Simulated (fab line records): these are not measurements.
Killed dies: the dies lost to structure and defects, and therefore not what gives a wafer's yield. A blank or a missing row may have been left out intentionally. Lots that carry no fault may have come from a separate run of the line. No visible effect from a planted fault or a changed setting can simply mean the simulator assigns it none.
Matching of chambers	flow sky130	SKY_CAPM_CVD_00 on pecvd-02: 3 sister chambers
The step deposits SiO2, target thk 15.5 nm. 16 wafers are shown with their chamber, then 8 later ones without.

## WAFERS WITH THEIR CHAMBER
wafer	chamber	heater_power_w (W)
L338.1	1	783
L338.3	2	606
L338.4	0	784
L336.1	2	618
L336.4	2	629
L336.5	1	824
L337.1	2	542
L337.2	1	799
L337.4	0	805
L345.1	1	788
L345.3	0	758
L345.5	1	816
L347.3	0	665
L347.4	0	686
L347.6	2	512
L348.2	1	768

SIGNATURES (means of the wafers above)
reading	chamber 0	chamber 1	chamber 2	scatter within a chamber
heater_power_w	739.60	796.33	581.40	46.3
Rule: a wafer lies at a distance from a chamber equal to the root of the sum of squares, over the readings, of (its reading less the chamber's mean, divided by the reading's scatter). If the next closest chamber is less than 2 further off than the closest, the wafer can't be placed; otherwise it belongs to the closest. The scatter: take each reading less its chamber's mean, square it, sum over the shown wafers, divide by the number of wafers less the number of chambers, and take the root.

## WAFERS MISSING THEIR CHAMBER
wafer	heater_power_w (W)
L348.3	786
L348.6	774
L353.1	610
L353.2	723
L353.4	722
L357.2	812
L357.3	621
L357.6	613

## WHICH CHAMBER EACH WENT THROUGH
wafer	from the rows above	in truth
L348.3	can't be placed: 1 or 0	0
L348.6	can't be placed: 1 or 0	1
L353.1	2	2
L353.2	can't be placed: 0 or 1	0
L353.4	can't be placed: 0 or 1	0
L357.2	can't be placed: 1 or 0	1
L357.3	can't be placed: 2 or 0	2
L357.6	2	2
Correct placement for 2 of the 8. From these rows, 6 cannot be placed; in 6 the true chamber is one of the candidates. 0 placed wrongly.
